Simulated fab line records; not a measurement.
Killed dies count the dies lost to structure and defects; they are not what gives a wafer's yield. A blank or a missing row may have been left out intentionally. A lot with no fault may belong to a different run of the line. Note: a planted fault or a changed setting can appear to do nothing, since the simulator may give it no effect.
Which tool did it? ; flow sky130 ; 14 lots with 42 wafers sampled at 5 steps, on a route of 708 steps

== WHAT THE GAUGES SHOWED, per wafer ==
SKY_VT_ADJUST_HVTR_CD_MEAS_07: the cd target is 380 nm. Usual: cd nm at 380.2 nm, with a standard deviation of 2.6.
lot;measured;on;cd nm (nm);flag
L252;day 9 04:11;cd sem-01;381.2 381.4 382.5;
L253;day 9 11:34;cd sem-02;382.6 380.0 383.3;
L254;day 10 06:38;cd sem-02;375.1 377.3 376.5;
L255;day 10 20:42;cd sem-01;379.9 377.7 380.6;
L256;day 12 00:14;cd sem-02;384.7 383.2 384.1;
L257;day 12 00:29;cd sem-01;382.3 385.1 381.2;
L258;day 12 09:14;cd sem-02;383.0 381.9 383.0;
L260;day 12 11:37;cd sem-02;383.9 382.1 381.9;
L263;day 12 19:18;cd sem-01;380.0 378.0 378.3;
L268;day 14 20:11;cd sem-02;379.8 378.8 375.8;
L266;day 14 21:06;cd sem-01;376.5 375.2 374.6;
L270;day 15 12:28;cd sem-02;378.5 378.7 377.9;
L273;day 16 05:29;cd sem-02;379.3 380.6 378.5;
L275;day 16 13:44;cd sem-02;377.8 380.2 380.5;

SKY_SONOS_ONO_THK_MEAS_01. Usual: SONOS_ONO_OXIDATION_THK typically reads 2.57 nm, with standard deviation 0.057.
lot;measured;on;SONOS_ONO_OXIDATION_THK (nm);flag
L252;day 11 02:23;film metro-03;2.60 2.55 2.48;
L253;day 11 11:38;film metro-04;2.56 2.54 2.57;
L254;day 12 10:23;film metro-04;2.62 2.64 2.56;
L255;day 12 21:46;film metro-04;2.49 2.44 2.50;
L256;day 14 04:14;film metro-02;2.64 2.59 2.61;
L257;day 14 05:35;film metro-03;2.61 2.64 2.63;
L258;day 14 14:28;film metro-04;2.58 2.56 2.58;
L260;day 14 18:29;film metro-04;2.65 2.58 2.64;
L263;day 15 03:11;film metro-04;2.52 2.47 2.54;
L268;day 17 05:52;film metro-02;2.62 2.61 2.55;
L266;day 17 06:28;film metro-02;2.43 2.42 2.43;
L270;day 17 22:19;film metro-03;2.51 2.60 2.54;
L273;day 18 21:53;film metro-04;2.52 2.53 2.55;
L275;day 19 04:19;film metro-02;2.52 2.60 2.55;

SKY_POLY_GATE_THK_MEAS_21. Usual: POLY_GATE_OXIDATION_THK typically reads 3.98 nm, with standard deviation 0.088.
lot;measured;on;POLY_GATE_OXIDATION_THK (nm);flag
L252;day 16 00:58;film metro-01;3.88 3.88 3.83;
L253;day 16 07:32;film metro-01;3.87 3.99 3.95;
L254;day 17 08:43;film metro-01;3.93 3.91 4.02;
L255;day 18 01:06;film metro-01;4.03 3.93 3.97;
L256;day 19 12:33;film metro-01;3.91 3.84 3.90;
L257;day 19 14:31;film metro-01;3.98 4.00 3.98;
L258;day 20 02:38;film metro-03;3.97 3.96 4.10;
L260;day 20 07:16;film metro-01;4.00 3.96 4.09;
L263;day 20 12:41;film metro-02;4.05 3.98 4.02;
L268;day 22 21:47;film metro-02;3.86 4.00 3.88;
L266;day 22 23:28;film metro-02;4.07 4.02 4.09;
L270;day 23 13:08;film metro-01;3.98 3.98 3.91;
L273;day 24 16:38;film metro-02;3.91 3.91 3.85;
L275;day 24 17:44;film metro-01;4.01 4.00 3.95;

SKY_LDD_LDN_TW_MEAS_13. Usual: LDD_LDN_TW typically reads 1483, with standard deviation 7.
lot;measured;on;LDD_LDN_TW;flag
L252;day 22 07:20;film metro-02;1481 1483 1474;
L253;day 22 13:26;film metro-02;1477 1475 1482;
L254;day 23 17:53;film metro-02;1583 1579 1576;OFF
L255;day 24 10:40;film metro-04;1481 1482 1484;
L256;day 25 21:03;film metro-04;1592 1584 1585;OFF
L257;day 25 21:38;film metro-03;1486 1489 1487;
L258;day 26 10:19;film metro-04;1600 1592 1598;OFF
L260;day 26 13:56;film metro-02;1477 1472 1483;
L263;day 26 19:46;film metro-04;1489 1490 1493;
L268;day 29 01:11;film metro-03;1487 1486 1485;
L266;day 29 04:15;film metro-03;1491 1494 1481;
L270;day 29 14:44;film metro-04;1489 1486 1478;
L273;day 30 16:38;film metro-04;1476 1479 1482;
L275;day 30 19:14;film metro-04;1473 1487 1485;

== WHAT TOOL EACH LOT RAN ON (gives the tool, then ch and the chambers of the sampled wafers, and finally the start) ==
lot;SKY_LDD_LDN_IMPLANT_11
L252;implanter-01 ch 0, day 22 07:05
L253;implanter-01 ch 0, day 22 13:12
L254;implanter-03 ch 0, day 23 17:13
L255;implanter-02 ch 0, day 24 10:28
L256;implanter-02 ch 0, day 25 20:29
L257;implanter-03 ch 0, day 25 21:23
L258;implanter-01 ch 0, day 26 09:44
L260;implanter-02 ch 0, day 26 13:41
L263;implanter-01 ch 0, day 26 19:34
L268;implanter-02 ch 0, day 29 00:56
L266;implanter-02 ch 0, day 29 04:01
L270;implanter-01 ch 0, day 29 14:30
L273;implanter-03 ch 0, day 30 16:25
L275;implanter-03 ch 0, day 30 18:59
- SKY_LDD_LDN_IMPLANT_11

== WHAT THE TOOLS THEMSELVES READ (means of the sampled wafers that have a number; where no wafer has one, the mark that the record gives instead) ==
The record holds no such reading with a usual standard deviation.

== THE ANSWER, worked out from the rows above alone ==
Rule: a lot counts as off when the mean over its wafers that have a number is more than 3 standard deviations away from the usual mean. A lot without any number at a reading at which 4 lots or more have one is off too. The other lots that the step has rows for count as sound. Order of review: gauges by route order, followed by the tools' own readings, for which a lot's mean as printed above is used. The first step at which some lot is off is used, and at that step the reading that is off furthest; a lot without a number counts as furthest.
Off: L254, L256, L258, at SKY_LDD_LDN_TW_MEAS_13 (LDD_LDN_TW).
A tool fits if, at a process step before that reading, it ran every lot that is off, and no sound lot after the first of them. Those tools and the gauges at SKY_LDD_LDN_TW_MEAS_13 are tried in the same way. No candidate that was tried fits.

== WHAT WAS PUT IN BY THE SIMULATOR ==
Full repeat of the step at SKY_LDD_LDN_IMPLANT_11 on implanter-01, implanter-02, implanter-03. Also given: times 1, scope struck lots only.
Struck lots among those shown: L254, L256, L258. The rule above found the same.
